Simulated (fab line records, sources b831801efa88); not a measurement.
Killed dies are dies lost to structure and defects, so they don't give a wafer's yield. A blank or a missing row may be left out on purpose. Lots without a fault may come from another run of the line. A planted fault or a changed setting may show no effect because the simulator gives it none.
Chamber matching | flow sky130 | SKY_VIA4_CMP_21 on cmp-01: 4 sister chambers
The step polishes, stops on SiO2, t overpolish 25 s, target thk 0 nm. 8 wafers are shown with their chamber, then 7 later ones without.

WAFERS WITH THEIR CHAMBER
wafer  | chamber | motor_current_A (A) | time_to_endpoint_s (s)
L636.5 | 1       | 12.2                | 126
L640.4 | 3       | 10.0                | 127
L640.5 | 2       | 11.7                | 125
L639.1 | 0       | 9.6                 | 119
L639.3 | 1       | 11.6                | 127
L639.4 | 3       | 9.7                 | 123
L641.1 | 0       | 10.2                | 122
L641.2 | 2       | 12.6                | 121

WAFERS WITHOUT THEIR CHAMBER
wafer  | motor_current_A (A) | time_to_endpoint_s (s)
L641.6 | 10.6                | 126
L642.1 | 11.9                | 125
L642.2 | 11.6                | 126
L642.4 | 10.4                | 120
L643.1 | 11.7                | 120
L643.2 | 11.2                | 127
L643.3 | 9.7                 | 124

WHICH CHAMBER EACH WENT THROUGH
wafer  | from the rows above               | in truth
L641.6 | can't be placed: 3 or 0 or 1 or 2 | 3
L642.1 | can't be placed: 1 or 2           | 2
L642.2 | can't be placed: 1 or 2           | 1
L642.4 | can't be placed: 0 or 3           | 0
L643.1 | can't be placed: 2 or 1           | 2
L643.2 | can't be placed: 1 or 2 or 3      | 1
L643.3 | can't be placed: 3 or 0           | 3
Placed correctly: 0 of 7. Can't be placed from these rows: 7 (the true chamber is among the candidates in 7). Placed wrongly: 0.
How it was worked out, from the rows above alone: a wafer's distance from a chamber is the root of the sum, over the readings, of the square of ((its reading less the chamber's mean) divided by the reading's scatter). The wafer belongs to the nearest chamber; if the next one is less than 2 further off, it can't be placed. A chamber's mean is the mean of its shown wafers. The scatter: the root of (the sum of the squares of (reading less its chamber's mean) over the shown wafers, divided by (wafers less chambers)).
